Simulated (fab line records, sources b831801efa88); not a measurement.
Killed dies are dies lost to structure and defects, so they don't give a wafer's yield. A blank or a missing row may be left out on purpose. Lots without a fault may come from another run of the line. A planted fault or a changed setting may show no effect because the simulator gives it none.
A struck lot beside a sound one | flow gf180mcu | 43 steps out of a route of 602
Sound: wafers L413.3, L413.5, L413.6. Struck: wafers L421.3, L421.5, L421.6. The cause comes at the end.
At each step with rows: each side's tool, then ch and its chambers, then its first start. Under that, the readings that differ: sound wafers | struck wafers | difference of the means | sigmas: that difference in standard deviations of wafers without a fault.
alike: readings whose means differ by less than 2 such deviations, and words and numbers that are the same on both sides. not compared: withheld readings, readings that some wafer has no value for, bounds like >300 that may hide the same value, and numbers for which the record gives no deviation and whose values overlap.
The two part at a step that has a row with sigmas, a row that says differs or no value, or rows on one side only. Numbers that don't overlap but have no deviation are shown without sigmas and don't part them. A reading that every wafer of one side lacks parts them only if that side has two wafers or more.

first, 6 steps without rows for these wafers: GF_V2_COAT_08; GF_V2_COAT_09 (resist thk 1000 nm); GF_V2_SOFTBAKE_10 (time 60 s); GF_V2_EXPOSE_11 (exposes mask Via2, target cd 260 nm); GF_V2_PEB_12 (peb time 90 s); GF_V2_DEVELOP_13 (develop time 60 s).
GF_V2_CD_MEAS_14: target cd 260 nm.
  sound on cd_sem-01, day 23 06:27; struck on cd_sem-01, day 25 21:09
  alike: cd_nm
GF_V2_OVL_MEAS_15:
  sound on overlay-02, day 23 06:32; struck on overlay-02, day 25 21:14
  reading     | sound   | struck  | difference | sigmas
  V2_OVL (nm) | -1 -9 1 | 6 12 12 | +13        | +2
then, 4 steps without rows for these wafers: GF_V2_ETCH_16 (etches BARC in N2/H2); GF_V2_ETCH_17 (etches SiO2 in C4F8/O2/Ar, stops on TiN, target depth 630 nm); GF_V2_STRIP_18 (strips in O2/N2); GF_V2_STRIP_19 (strips in post etch residue remover, time 1200 s).
GF_V2_CLEAN_20: cleans in DIW.
  sound on wet_bench-02 ch 3, day 23 07:08; struck on wet_bench-04 ch 2, day 25 21:52
GF_V2_SPUTTER_21: material Ti, target thk 15 nm, time 80.02 s.
  sound on pvd_sputter-02, day 23 07:14; struck on pvd_sputter-01, day 25 21:58
  alike: substrate_temp_c, throttle_valve_pct
GF_V2_SPUTTER_22: material TiN, target thk 10 nm, time 40 s.
  sound on pvd_sputter-02, day 23 07:17; struck on pvd_sputter-01, day 25 22:01
  alike: throttle_valve_pct
then, 1 step without rows for these wafers: GF_V2_CVD_23 (deposits W, target thk 350 nm, time 104.94 s).
GF_V2_RS_MEAS_24: measures by four-point-probe.
  sound on film_metro-01, day 23 07:29; struck on film_metro-04, day 25 22:13
  alike: V2_W_RS
GF_V2_THK_MEAS_25: measures by xrf.
  sound on film_metro-01, day 23 07:35; struck on film_metro-04, day 25 22:19
  alike: V2_W_THK
GF_V2_CMP_26: polishes, stops on SiO2, t overpolish 15 s, target thk 0 nm.
  sound on cmp-02 ch 0,3, day 23 07:40; struck on cmp-02 ch 0,1, day 25 22:21
  alike: motor_current_A, overpolish_run_s, time_to_endpoint_s
GF_M3_SPUTTER_00: material Ti, target thk 37.5 nm, time 150 s.
  sound on pvd_sputter-01, day 23 07:55; struck on pvd_sputter-03, day 25 22:39
  alike: substrate_temp_c, throttle_valve_pct
then, 4 steps without rows for these wafers: GF_M3_SPUTTER_01 (material TiN, target thk 30 nm, time 25 s); GF_M3_SPUTTER_02 (material AlCu, target thk 450 nm, time 23.9 s); GF_M3_SPUTTER_03 (material Ti, target thk 10 nm, time 6.7 s); GF_M3_SPUTTER_04 (material TiN, target thk 50 nm, time 41.7 s).
GF_M3_RS_MEAS_05: measures by four-point-probe.
  sound on film_metro-03, day 23 08:11; struck on film_metro-02, day 25 22:55
  alike: M3_ALCU_RS
GF_M3_THK_MEAS_06: measures by xrf.
  sound on film_metro-03, day 23 08:17; struck on film_metro-02, day 25 23:01
  alike: M3_ALCU_THK
then, 7 steps without rows for these wafers: GF_M3_DEHYDRATE_07 (time 60 s); GF_M3_HMDS_08 (prime time 60 s); GF_M3_COAT_09 (resist thk 1000 nm); GF_M3_SOFTBAKE_10 (time 60 s); GF_M3_EXPOSE_11 (exposes mask Metal3, target cd 280 nm); GF_M3_PEB_12 (peb time 90 s); GF_M3_DEVELOP_13 (develop time 60 s).
GF_M3_CD_MEAS_14: target cd 280 nm.
  sound on cd_sem-02, day 24 06:22; struck on cd_sem-01, day 26 19:53
  alike: cd_nm
GF_M3_OVL_MEAS_15:
  sound on overlay-02, day 24 06:28; struck on overlay-02, day 26 19:59
  reading     | sound | struck    | difference | sigmas
  M3_OVL (nm) | 4 2 9 | -10 -7 -8 | -13        | -3
then, 1 step without rows for these wafers: GF_M3_METAL_ETCH_16 (etches the open film in Cl2/BCl3, stops on SiO2, target depth 750.8 nm, time 125.1 s).
GF_M3_STRIP_17: strips in O2/N2.
  sound on plasma_asher-01 ch 0,1, day 24 06:39; struck on plasma_asher-03 ch 0,1, day 26 20:10
  alike: drypump_motor_current_A, heater_power_w, n2_flow_sccm, oes_product_au, strip_time_to_endpoint_s
  not compared: rf_hours_counter_h
then, 3 steps without rows for these wafers: GF_M3_STRIP_18 (strips in post etch residue remover, time 1200 s); GF_M3_CLEAN_19 (cleans in DIW); GF_V3_CVD_00 (deposits SiO2, target thk 600 nm, time 100 s).
GF_V3_THK_MEAS_01:
  sound on film_metro-04, day 24 07:19; struck on film_metro-03, day 26 20:46
  alike: V3_CVD_00_THK
then, 1 step without rows for these wafers: GF_V3_CVD_02 (deposits SiO2 from TEOS, target thk 850 nm, time 94.851 s).
-- the record jumps here: 7 days lie between the struck wafers' starts before and after (it left off in module V3 and takes up again in module PASSIVATION, whose first step shown is number 602 of the route) --
GF_PASSIVATION_PROBE_99:
  the record has rows for the struck wafers here (prober-02, day 33 12:43) and none for the sound ones

WHERE THEY PART
First at GF_V2_OVL_MEAS_15; last, within this record, at GF_PASSIVATION_PROBE_99.

WHY: what the simulator had put in
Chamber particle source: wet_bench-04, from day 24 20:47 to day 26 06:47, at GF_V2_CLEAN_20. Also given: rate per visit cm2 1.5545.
